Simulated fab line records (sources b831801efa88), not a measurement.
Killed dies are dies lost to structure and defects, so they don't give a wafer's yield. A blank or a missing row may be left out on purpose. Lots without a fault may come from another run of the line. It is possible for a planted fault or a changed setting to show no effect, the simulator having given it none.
fab line records	flow sky130
record lots=12	wafers=36	last-day=50
route steps=708 shown METAL1@437 VIA1@466 PAD_OPEN@708
lots untouched by any fault: they come from a run of this same line in which no faults occurred
start-h: hours from the record's opening day to when the first of the lot's shown wafers began	wait-h: time in hours since the lot's previous step	" the same as in the row above	L1.1+2: a single row standing in for several wafers	- no value, or no start given	* or withheld: withheld	< > ~ a bound
route shown NAME@n: NAME is a module with steps in the file, n the number in the route of the first one	usual: the fault-free wafers' mean and standard deviation	same: alike in all rows	chamber/n: place in a boat	sites: readings site by site	_std_site: standard deviation across them	_edge_site: mean of outer sites minus mean of inner sites	radius-mm: for every site, how far away it sits from the centre of the wafer	mask NAME#n: copy n	behind: the last tool/chamber to shape the wafer	hold: what put the lot on hold/how long, in hours/how the hold closed	device: the n, p or np transistor that did not switch	end of line: the tests these same wafers got at the end of their route	a step without rows: its recipe alone	killed: not the wafer's yield, but the dies lost to structure and defects at the first sort	map: the dies of a wafer, with x for killed, . for not killed, _ for no die there
set.NAME: the run value of the setting; set.NAME@STEP: its run value at that earlier step	model.NAME: the simulator's own value behind a step, which no gauge read
route steps across a sampled set of lots; one table per step, one row per wafer
services: when a tool's chamber went out of use (start-h, in hours from the record's first day, below 0 if earlier), for how many hours, and the reason
## steps
# step SKY_METAL1_SPUTTER_03
# recipe material=Ti	target-thk-nm=5	power-w=3000	time-s=3.3	chamber-pressure-pa=0.4
# usual throttle-valve-pct=29.8/0.88
lot.wafer	tool	chamber	start-h	wait-h	throttle-valve-pct
L782.2	pvd-sputter-04	-	748.50	0.0	30.4
L782.3	"	-	"	"	30.7
L782.5	"	-	"	"	29.3
L784.1	pvd-sputter-02	-	768.78	0.0	30.0
L784.4	"	-	"	"	29.6
L784.6	"	-	"	"	29.7
L785.2	pvd-sputter-04	-	772.79	0.0	30.7
L785.3	"	-	"	"	29.8
L785.6	"	-	"	"	29.9
L786.1	pvd-sputter-04	-	782.12	0.0	30.2
L786.4	"	-	"	"	30.1
L786.5	"	-	"	"	30.8
L788.1	pvd-sputter-01	-	799.52	0.0	27.9
L788.2	"	-	"	"	29.7
L788.4	"	-	"	"	29.1
L791.2	pvd-sputter-01	-	826.94	0.0	30.5
L791.3	"	-	"	"	27.8
L791.4	"	-	"	"	29.2
L795.1	pvd-sputter-02	-	854.49	0.0	30.2
L795.4	"	-	"	"	30.8
L795.5	"	-	"	"	30.0
L796.2	pvd-sputter-01	-	864.69	0.0	29.8
L796.3	"	-	"	"	30.8
L796.4	"	-	"	"	29.3
L798.1	pvd-sputter-01	-	875.05	0.0	27.8
L798.3	"	-	"	"	29.7
L798.6	"	-	"	"	29.8
L799.1	pvd-sputter-01	-	885.98	0.0	27.8
L799.2	"	-	"	"	30.8
L799.4	"	-	"	"	29.1
L802.1	pvd-sputter-04	-	908.35	0.0	29.1
L802.4	"	-	"	"	30.7
L802.6	"	-	"	"	29.3
L803.2	pvd-sputter-01	-	912.82	0.0	28.0
L803.5	"	-	"	"	29.0
L803.6	"	-	"	"	29.7
# step SKY_METAL1_DESCUM_17
# recipe chemistry=O2	source-power-w=150	bias-power-w=0	pressure-mtorr=10	temp-c=40	time-s=8
# usual drypump-motor-current-A=5.75/0.28	oes-product-au=0.996/0.0076
lot.wafer	tool	chamber	start-h	wait-h	drypump-motor-current-A	oes-product-au	rf-hours-counter-h
L782.2	rie-metal-01	0	775.38	0.0	5.66	1.003	14
L782.3	"	1	"	"	5.81	0.995	-
L782.5	"	0	"	"	5.62	0.994	-
L784.1	rie-metal-01	0	795.44	0.0	5.66	1.005	15
L784.4	"	1	"	"	5.83	1.005	-
L784.6	"	0	"	"	5.62	1.010	-
L785.2	rie-metal-01	1	799.19	0.0	5.81	0.995	4
L785.3	"	0	"	"	5.64	1.006	-
L785.6	"	1	"	"	5.85	0.997	-
L786.1	rie-metal-01	1	809.15	0.0	5.82	0.995	4
L786.4	"	1	"	"	5.81	0.987	-
L786.5	"	1	"	"	5.83	0.987	-
L788.1	rie-metal-03	1	825.85	0.0	5.04	0.993	4
L788.2	"	0	"	"	6.09	0.991	5
L788.4	"	0	"	"	6.10	0.997	-
L791.2	rie-metal-01	0	852.65	0.0	5.62	0.989	1
L791.3	"	1	"	"	5.84	0.999	-
L791.4	"	0	"	"	5.62	0.994	-
L795.1	rie-metal-01	0	880.36	0.0	5.65	0.994	2
L795.4	"	1	"	"	5.84	1.005	-
L795.5	"	1	"	"	5.84	0.983	-
L796.2	rie-metal-04	1	890.90	0.0	5.80	0.985	17
L796.3	"	1	"	"	5.83	0.997	-
L796.4	"	0	"	"	5.95	0.999	-
L798.1	rie-metal-03	1	900.74	0.0	5.00	0.998	7
L798.3	"	0	"	"	6.10	1.000	-
L798.6	"	0	"	"	6.08	0.994	-
L799.1	rie-metal-01	1	911.99	0.0	5.83	0.996	9
L799.2	"	0	"	"	5.64	1.000	4
L799.4	"	0	"	"	5.63	0.990	-
L802.1	rie-metal-04	0	932.84	0.0	5.95	1.013	10
L802.4	"	0	"	"	5.94	0.998	-
L802.6	"	0	"	"	5.95	0.996	-
L803.2	rie-metal-04	1	937.94	0.0	5.81	0.999	0
L803.5	"	0	"	"	5.95	1.001	-
L803.6	"	1	"	"	5.77	0.998	-
# step SKY_VIA1_SOFTBAKE_08
# recipe temp-c=100	time-s=90	resist=KrF-thick
# usual heater-power-total-W=57.37/0.12	plate-temp-C=99.99/0.12
lot.wafer	tool	chamber	start-h	wait-h	heater-power-total-W	plate-temp-C
L782.2	litho-track-02	0	789	-	57.18	99.96
L782.3	"	0	"	"	57.45	100.17
L782.5	"	0	"	"	57.36	99.89
L784.1	litho-track-01	0	810	-	57.20	99.85
L784.4	"	0	"	"	57.38	100.02
L784.6	"	0	"	"	57.14	100.00
L785.2	litho-track-01	0	813	-	57.59	100.04
L785.3	"	0	"	"	57.47	99.76
L785.6	"	0	"	"	57.17	99.89
L786.1	litho-track-03	0	824	-	57.25	100.07
L786.4	"	0	"	"	57.32	99.94
L786.5	"	0	"	"	57.29	99.79
L788.1	litho-track-01	0	840	-	57.60	100.13
L788.2	"	0	"	"	57.47	100.24
L788.4	"	0	"	"	57.51	100.06
L791.2	litho-track-03	0	866	-	57.34	99.79
L791.3	"	0	"	"	57.36	99.76
L791.4	"	0	"	"	57.39	99.88
L795.1	litho-track-01	0	894	-	54.21	96.27
L795.4	"	0	"	"	54.37	96.17
L795.5	"	0	"	"	54.24	96.21
L796.2	litho-track-01	0	905	-	54.09	95.85
L796.3	"	0	"	"	54.10	95.95
L796.4	"	0	"	"	54.37	96.09
L798.1	litho-track-03	0	914	-	57.20	100.05
L798.3	"	0	"	"	57.46	99.83
L798.6	"	0	"	"	57.43	99.95
L799.1	litho-track-03	0	925	-	57.45	99.97
L799.2	"	0	"	"	57.23	99.97
L799.4	"	0	"	"	57.26	100.01
L802.1	litho-track-03	0	945	-	57.34	100.00
L802.4	"	0	"	"	57.63	100.12
L802.6	"	0	"	"	57.20	99.98
L803.2	litho-track-02	0	951	-	57.50	99.91
L803.5	"	0	"	"	57.41	100.00
L803.6	"	0	"	"	57.57	100.07
# step SKY_VIA1_STRIP_16
# recipe chemistry=O2/N2	power-w=1400	pressure-mtorr=1500	platen-temp-c=withheld	o2-flow-sccm=3000	n2-flow-sccm=300	overash-fraction=0.5
# usual drypump-motor-current-A=5.8/0.38	o2-flow-sccm=3000/9.2	oes-product-au=0.415/0.005	strip-time-to-endpoint-s=4.447/0.022
lot.wafer	tool	chamber	start-h	wait-h	drypump-motor-current-A	o2-flow-sccm	oes-product-au	rf-hours-counter-h	strip-time-to-endpoint-s
L782.2	plasma-asher-01	0	803.22	0.0	5.0	3015	0.417	37	4.460
L782.3	"	1	"	"	5.9	2995	0.415	-	4.432
L782.5	"	0	"	"	5.0	3015	0.409	-	4.419
L784.1	plasma-asher-03	0	824.09	0.0	5.5	2992	0.420	71	4.435
L784.4	"	1	"	"	5.6	2992	0.406	-	4.435
L784.6	"	0	"	"	5.6	2993	0.420	-	4.447
L785.2	plasma-asher-04	0	826.72	0.0	6.2	3013	0.413	97	4.406
L785.3	"	1	"	"	6.1	2998	0.407	-	4.419
L785.6	"	1	"	"	6.1	2991	0.409	-	4.422
L786.1	plasma-asher-03	1	837.09	0.0	5.6	2981	0.414	73	4.428
L786.4	"	0	"	"	5.6	2999	0.408	-	4.433
L786.5	"	1	"	"	5.6	2996	0.416	-	4.445
L788.1	plasma-asher-04	1	854.04	0.0	6.1	2995	0.415	100	4.465
L788.2	"	0	"	"	6.2	3013	0.412	100	4.421
L788.4	"	0	"	"	6.2	3007	0.418	-	4.429
L791.2	plasma-asher-01	0	880.37	0.0	5.1	2984	0.421	44	4.435
L791.3	"	0	"	"	5.1	2979	0.421	-	4.439
L791.4	"	1	"	"	5.9	3006	0.415	-	4.457
L795.1	plasma-asher-04	0	907.49	0.0	6.2	2999	0.425	105	4.492
L795.4	"	1	"	"	6.1	2996	0.416	-	4.454
L795.5	"	1	"	"	6.1	3004	0.422	-	4.467
L796.2	plasma-asher-04	0	917.82	0.0	6.2	3018	0.417	106	4.540
L796.3	"	1	"	"	6.0	2998	0.410	-	4.484
L796.4	"	0	"	"	6.2	3002	0.426	-	4.475
L798.1	plasma-asher-03	0	927.34	0.0	5.6	3013	0.419	81	4.463
L798.3	"	0	"	"	5.5	3006	0.420	-	4.459
L798.6	"	0	"	"	5.6	2992	0.421	-	4.447
L799.1	plasma-asher-04	0	938.57	0.0	6.2	2992	0.411	108	4.460
L799.2	"	1	"	"	6.1	2996	0.417	108	4.484
L799.4	"	0	"	"	6.2	2991	0.413	-	4.492
L802.1	plasma-asher-01	1	958.72	0.0	5.9	3001	0.413	52	4.433
L802.4	"	1	"	"	5.9	2996	0.415	-	4.484
L802.6	"	0	"	"	5.0	2989	0.416	-	4.462
L803.2	plasma-asher-01	1	964.02	0.0	5.9	3009	0.411	53	4.439
L803.5	"	0	"	"	5.0	2988	0.414	-	4.446
L803.6	"	1	"	"	5.9	3015	0.408	-	4.439
# step SKY_PAD_OPEN_PROBE_99
# usual defect-limited-yield=82.4/1.8	killed_at_M0_to_M3=44/7.2	killed_at_M4_up=3.5/1.8	killed-at-contacts=25/5.1	killed-at-front-end=14/4.4	killed-at-other=0.4/0.58	killed-dies=87/9.1	killed-open=48/6.9	killed-short=38/6.3	sort_bin_3_pad_short=0.9/0.43	sort_bin_5_function=10.5/1.5	sort_bin_6_memory=6.3/1.1	sort-n-pass=405/9.1	sort-yield-pct=82.4/1.8
# same gross-dies=492	killed-at-back-side=0	sort_bin_4_leakage[%]=0	sort_bin_8_speed[%]=0
lot.wafer	tool	chamber	start-h	wait-h	defect-limited-yield[%]	killed_at_M0_to_M3	killed_at_M4_up	killed-at-contacts	killed-at-front-end	killed-at-other	killed-dies	killed-open	killed-short	sort_bin_3_pad_short[%]	sort_bin_5_function[%]	sort_bin_6_memory[%]	sort-n-pass	sort-yield-pct[%]
L784.1	prober-02	-	1099.01	0.1	83.1	40	6	18	19	0	83	45	38	1.0	11.0	4.9	409	83.1
L784.4	prober-02	-	1099.16	0.2	80.1	52	5	24	17	0	98	55	43	1.0	11.4	7.5	394	80.1
L784.6	prober-02	-	1099.26	0.2	83.5	45	3	23	9	1	81	43	38	2.0	10.0	4.5	411	83.5
L788.1	prober-02	-	1124.70	0.1	83.1	41	3	25	14	0	83	47	36	0.2	10.6	6.1	409	83.1
L788.2	prober-02	-	1124.75	0.1	84.6	38	2	24	12	0	76	41	35	1.6	7.9	5.9	416	84.6
L788.4	prober-02	-	1124.85	0.2	83.1	40	4	27	12	0	83	55	28	0.6	11.4	4.9	409	83.1
L795.4	prober-02	-	1161.71	0.2	82.5	44	3	25	14	0	86	46	40	1.0	10.8	5.7	406	82.5
# killed by level:class
L784.1 VIA2:geometric-particle:open=10 CONTACT:geometric-particle:open=7 VIA1:geometric-particle:short=6 FIELD_ISO:geometric-particle:short=5 LI_CONTACT:geometric-particle:open=5 VIA1:geometric-particle:open=5 POLY_GATE:geometric-particle:short=4 POLY_GATE:geometric-particle:open=4
L784.4 VIA2:geometric-particle:open=11 VIA1:geometric-particle:open=10 LI_CONTACT:geometric-particle:open=8 METAL2:geometric-particle:short=8 CONTACT:geometric-particle:open=7 METAL4:geometric-particle:short=5 VIA3:geometric-particle:open=5 FIELD_ISO:geometric-particle:short=4
L784.6 VIA1:geometric-particle:open=10 VIA3:geometric-particle:open=9 CONTACT:geometric-particle:open=7 METAL1:geometric-particle:short=5 LI_CONTACT:geometric-particle:open=4 LOCAL_INTERCONNECT:geometric-particle:open=4 LOCAL_INTERCONNECT:geometric-particle:short=4 METAL2:geometric-particle:short=4
L788.1 CONTACT:geometric-particle:open=10 VIA2:geometric-particle:open=9 FIELD_ISO:geometric-particle:open=8 VIA1:geometric-particle:open=8 METAL1:geometric-particle:short=7 VIA1:geometric-particle:short=5 LI_CONTACT:geometric-particle:open=4 LOCAL_INTERCONNECT:geometric-particle:short=4
L788.2 CONTACT:geometric-particle:open=9 VIA3:geometric-particle:open=8 VIA1:geometric-particle:open=6 FIELD_ISO:geometric-particle:open=5 VIA2:geometric-particle:open=5 LI_CONTACT:geometric-particle:open=4 METAL1:geometric-particle:short=4 LOCAL_INTERCONNECT:geometric-particle:short=4
L788.4 CONTACT:geometric-particle:open=12 LI_CONTACT:geometric-particle:open=9 VIA1:geometric-particle:open=8 VIA2:geometric-particle:open=7 VIA3:geometric-particle:open=6 FIELD_ISO:geometric-particle:open=4 VIA1:geometric-particle:short=4 FIELD_ISO:geometric-particle:short=3
L795.4 LI_CONTACT:geometric-particle:open=8 METAL2:geometric-particle:short=8 CONTACT:geometric-particle:open=7 VIA1:geometric-particle:open=7 FIELD_ISO:geometric-particle:open=6 VIA3:geometric-particle:open=5 VIA2:geometric-particle:short=5 VIA2:geometric-particle:open=5
## services
tool	chamber	start-h	hours	kind
plasma-asher-04	-	733.48	4.7	repair
rie-metal-04	1	760.73	2.0	repair
plasma-asher-04	-	766.14	1.2	repair
rie-metal-04	0	787.42	1.2	repair
pvd-sputter-04	-	791.24	1.4	repair
rie-metal-01	0	801.12	-	clean
rie-metal-01	0	801.12	25.2	scheduled-down
rie-metal-01	0	801.12	25.2	vent-cycle
rie-metal-04	-	803.20	0.5	repair
litho-track-03	-	806.99	-	consumable-replace:filter
rie-metal-01	1	813.56	5.7	repair
pvd-sputter-02	-	815.19	4.5	repair
pvd-sputter-01	-	849.35	1.8	repair
rie-metal-04	-	853.32	1.4	pm
pvd-sputter-02	-	856.05	1.2	repair
plasma-asher-01	-	858.16	7.7	repair
pvd-sputter-02	-	872.16	27.3	repair
rie-metal-04	1	919.26	-	clean
rie-metal-04	1	919.26	15.0	scheduled-down
plasma-asher-03	-	919.48	2.4	repair
pvd-sputter-01	-	931.00	11.1	repair
rie-metal-03	1	934.91	2.4	repair
plasma-asher-03	-	948.72	15.6	pm
plasma-asher-04	-	956.48	2.5	repair
## key
first-sign step=SKY_VIA1_SOFTBAKE_08	reading=plate-temp-C	direction=down	sigmas=33	usual=*	struck=*
effect step=SKY_VIA1_SOFTBAKE_08	reading=heater-power-total-W	direction=down	sigmas=27	usual=*	struck=*
met-at SKY_VIA1_SOFTBAKE_08
struck-lots L795,L796
not-acting-at SKY_METAL1_SPUTTER_03,SKY_METAL1_DESCUM_17,SKY_VIA1_STRIP_16
onset-between 840 894
fault kind=process-parameter-drift	tool=litho-track-01	chamber=-	onset-h=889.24	steps=SKY_VIA1_SOFTBAKE_08	channel=temp-c	offset=*	shape=step	end-h=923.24	acts-in=*	stated=*
